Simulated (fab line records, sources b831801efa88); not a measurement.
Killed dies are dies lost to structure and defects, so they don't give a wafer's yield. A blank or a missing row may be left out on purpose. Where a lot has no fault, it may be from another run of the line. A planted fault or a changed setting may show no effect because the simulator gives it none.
Which of the tools did it? ; flow gf180mcu ; 14 lots with 42 wafers sampled at 4 steps, on a route of 602 steps

WHAT EACH GAUGE READ, for each wafer
GF_V2_BOW_MEAS_05. Usual: V2_BOW gives 97 um (standard deviation 7.5).
lot;measured;on;V2_BOW (um);flag
L815;day 19 09:31;filmMetro-01;84 87 92;
L816;day 19 18:50;filmMetro-03;113 105 100;
L818;day 20 10:45;filmMetro-04;97 101 103;
L820;day 21 10:01;filmMetro-03;109 96 100;
L822;day 21 20:26;filmMetro-03;102 105 99;
L823;day 22 09:32;filmMetro-01;89 84 86;
L824;day 22 20:03;filmMetro-01;102 106 101;
L825;day 23 04:08;filmMetro-03;99 99 102;
L828;day 24 05:23;filmMetro-03;95 101 96;
L830;day 24 18:03;filmMetro-01;96 93 100;
L833;day 25 21:41;filmMetro-04;99 98 85;
L835;day 26 08:14;filmMetro-03;106 110 98;
L836;day 26 16:48;filmMetro-01;89 96 97;
L837;day 26 18:41;filmMetro-03;87 86 95;

GF_V2_OVL_MEAS_15. Usual: V2_OVL gives -2 nm (standard deviation 5.4).
lot;measured;on;V2_OVL (nm);flag
L815;day 20 10:16;overlay-01;3 -6 3;
L816;day 20 19:07;overlay-02;-8 -13 -5;
L818;day 21 10:43;overlay-01;1 2 -3;
L820;day 22 10:10;overlay-02;5 -7 4;
L822;day 22 19:37;overlay-02;5 -9 2;
L823;day 23 08:50;overlay-01;-2 8 6;
L824;day 23 18:51;overlay-01;7 -14 -5;
L825;day 24 02:25;overlay-02;3 0 -3;
L828;day 25 03:02;overlay-01;-1 -10 -6;
L830;day 25 15:37;overlay-01;4 4 -10;
L833;day 26 19:13;overlay-02;-8 0 -4;
L835;day 27 05:01;overlay-01;6 11 6;
L836;day 27 13:30;overlay-01;-18 -12 -6;
L837;day 27 14:55;overlay-01;-5 -3 -4;

GF_M3_THK_MEAS_06: measures by xrf. Usual: M3_ALCU_THK gives 450 nm (standard deviation 5.7).
lot;measured;on;M3_ALCU_THK (nm);flag
L815;day 20 12:00;filmMetro-02;439 444 444;
L816;day 20 20:52;filmMetro-04;456 443 456;
L818;day 21 12:44;filmMetro-02;445 456 451;
L820;day 22 11:54;filmMetro-02;458 445 452;
L822;day 22 21:22;filmMetro-02;454 456 448;
L823;day 23 10:38;filmMetro-02;447 459 461;
L824;day 23 20:35;filmMetro-04;453 448 450;
L825;day 24 04:09;filmMetro-02;449 446 446;
L833;day 26 20:57;filmMetro-01;454 454 449;
L835;day 27 06:44;filmMetro-01;443 447 448;
L836;day 27 15:14;filmMetro-02;456 452 454;
L837;day 27 16:44;filmMetro-04;458 459 450;

WHAT TOOL EACH LOT RAN ON (gives the tool, then ch and the chambers of the sampled wafers, and finally the start)
lot;GF_V2_CMP_26
L815;cmp-01 ch 0,2,3, day 20 11:21
L816;cmp-01 ch 2,3, day 20 20:15
L818;cmp-01 ch 1,2,3, day 21 12:05
L820;cmp-02 ch 0,1,3, day 22 11:21
L822;cmp-01 ch 0,1,3, day 22 20:46
L823;cmp-02 ch 2,3, day 23 09:59
L824;cmp-01 ch 0,1,3, day 23 20:02
L825;cmp-02 ch 0,1, day 24 03:33
L828;cmp-02 ch 0,2, day 25 04:08
L830;cmp-02 ch 1,2,3, day 25 16:45
L833;cmp-01 ch 1,2,3, day 26 20:24
L835;cmp-01 ch 2,3, day 27 06:06
L836;cmp-01 ch 0,1, day 27 14:35
L837;cmp-01 ch 0,1,2, day 27 16:05
- GF_V2_CMP_26: polishes, stops on SiO2, t overpolish 15 s, target thk 0 nm.

AS READ BY THE TOOLS THEMSELVES (means over the sampled wafers that have a number; for cases with no such wafer, the mark the record gives instead)
GF_V2_CMP_26. Usual: motorCurrentA 10.9 A, standard deviation 1.2; overpolishRunS 15.000 s, standard deviation 0.0088; slurryFlowMlMin 149.9, standard deviation 0.5; timeToEndpointS 86 s, standard deviation 3.4.
lot;tool;motorCurrentA (A);overpolishRunS (s);slurryFlowMlMin;timeToEndpointS (s);flag
L815;cmp-01;10.6;15.002;150.2;85;
L816;cmp-01;10.8;14.994;149.7;85;
L818;cmp-01;11.4;15.009;149.8;86;
L820;cmp-02;10.1;15.004;149.8;86;
L822;cmp-01;11.5;14.996;150.0;80;
L823;cmp-02;11.6;15.003;149.7;86;
L824;cmp-01;11.8;15.005;150.3;85;
L825;cmp-02;9.5;14.986;150.3;87;
L828;cmp-02;10.6;0.038;149.5;128;OFF
L830;cmp-02;10.9;0.036;149.8;130;OFF
L833;cmp-01;11.2;14.999;150.3;84;
L835;cmp-01;10.4;15.001;150.3;87;
L836;cmp-01;12.4;14.997;150.2;89;
L837;cmp-01;11.2;15.003;149.6;87;

THE ANSWER, worked out from the rows above alone
Rule: take the mean of a lot's wafers that have a number; if it is more than 3 standard deviations from the usual mean, the lot is off. Also off: a lot with no number at a reading for which 4 or more lots have one. The other lots that the step has rows for count as sound. First the gauges in route order, then the tools' own readings, where a lot's mean is used as printed above. At the first step where some lot is off, the reading lying furthest off is the one used; lots without a number count as furthest.
Off, at GF_V2_CMP_26 on overpolishRunS: L828, L830.
A tool fits if, at that step or a process step before it, it ran every lot that is off, and no sound lot after the first of them. One fits: cmp-02 at GF_V2_CMP_26. Its last sound lot is L825 (day 24 03:33), its first lot that is off L828 (day 25 04:08): a fault that began between those two fits.
The tool's own readings at GF_V2_CMP_26 bear it out: on the lots that are off they differ by more than 5 times the standard deviation of the sound lots' means. overpolishRunS reads 0.037 s there against 15.000 s on the sound lots; timeToEndpointS reads 129 s there against 86 s on the sound lots.

WHAT HAD BEEN PUT IN BY THE SIMULATOR
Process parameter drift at GF_V2_CMP_26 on cmp-02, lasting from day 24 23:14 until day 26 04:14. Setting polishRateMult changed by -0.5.
Shown lots that were struck: L828, L830. The rule given above showed the same thing.
